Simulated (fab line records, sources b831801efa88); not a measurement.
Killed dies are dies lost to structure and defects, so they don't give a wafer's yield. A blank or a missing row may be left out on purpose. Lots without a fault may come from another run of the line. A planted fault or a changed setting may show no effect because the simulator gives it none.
Chamber matching | flow gf180mcu | GF_STI_CMP_25 on cmp-02: 4 sister chambers
The step polishes, stops on Si3N4, t overpolish 33 s, target thk 524.6 nm. 14 wafers are shown with their chamber, then 7 later ones without.

WAFERS WITH THEIR CHAMBER
wafer  | chamber | motor_current_A (A) | time_to_endpoint_s (s) | overpolish_run_s (s)
L685.2 | 2       | 12.6                | 127                    | 32.993
L685.3 | 1       | 13.1                | 120                    | 33.003
L685.6 | 0       | 11.2                | 116                    | 33.001
L686.1 | 0       | 11.4                | 121                    | 32.993
L686.2 | 2       | 12.5                | 123                    | 32.994
L686.5 | 3       | 12.6                | 116                    | 32.994
L688.1 | 1       | 13.9                | 122                    | 32.997
L688.4 | 2       | 12.9                | 122                    | 33.008
L688.6 | 2       | 13.2                | 121                    | 33.001
L689.1 | 1       | 13.0                | 119                    | 33.009
L689.3 | 0       | 11.8                | 116                    | 32.992
L689.5 | 3       | 12.1                | 116                    | 32.997
L691.1 | 1       | 13.3                | 124                    | 33.014
L691.4 | 0       | 12.3                | 123                    | 33.001

SIGNATURES (means of the wafers above)
reading            | chamber 0 | chamber 1 | chamber 2 | chamber 3 | scatter within a chamber
motor_current_A    | 11.675    | 13.325    | 12.800    | 12.350    | 0.402
time_to_endpoint_s | 119.00    | 121.25    | 123.25    | 116.00    | 2.71
overpolish_run_s   | 32.99675  | 33.00575  | 32.99900  | 32.99550  | 0.00621
Rule: a wafer's distance from a chamber is the root of the sum, over the readings, of the square of ((its reading less the chamber's mean) divided by the reading's scatter). The wafer belongs to the nearest chamber; if the next one is less than 2 further off, it can't be placed. The scatter: the root of (the sum of the squares of (reading less its chamber's mean) over the shown wafers, divided by (wafers less chambers)).

WAFERS WITHOUT THEIR CHAMBER
wafer  | motor_current_A (A) | time_to_endpoint_s (s) | overpolish_run_s (s)
L691.6 | 12.6                | 126                    | 33.000
L701.2 | 12.4                | 118                    | 32.994
L701.3 | 11.5                | 119                    | 33.001
L701.4 | 13.5                | 122                    | 33.005
L703.2 | 13.4                | 121                    | 33.012
L703.5 | 12.8                | 124                    | 33.006
L703.6 | 13.9                | 127                    | 33.002

WHICH CHAMBER EACH WENT THROUGH
wafer  | from the rows above          | in truth
L691.6 | can't be placed: 2 or 1      | 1
L701.2 | can't be placed: 3 or 0 or 2 | 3
L701.3 | can't be placed: 0 or 3      | 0
L701.4 | can't be placed: 1 or 2      | 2
L703.2 | can't be placed: 1 or 2      | 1
L703.5 | can't be placed: 2 or 1      | 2
L703.6 | can't be placed: 1 or 2      | 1
Placed correctly: 0 of 7. Can't be placed from these rows: 7 (the true chamber is among the candidates in 7). Placed wrongly: 0.
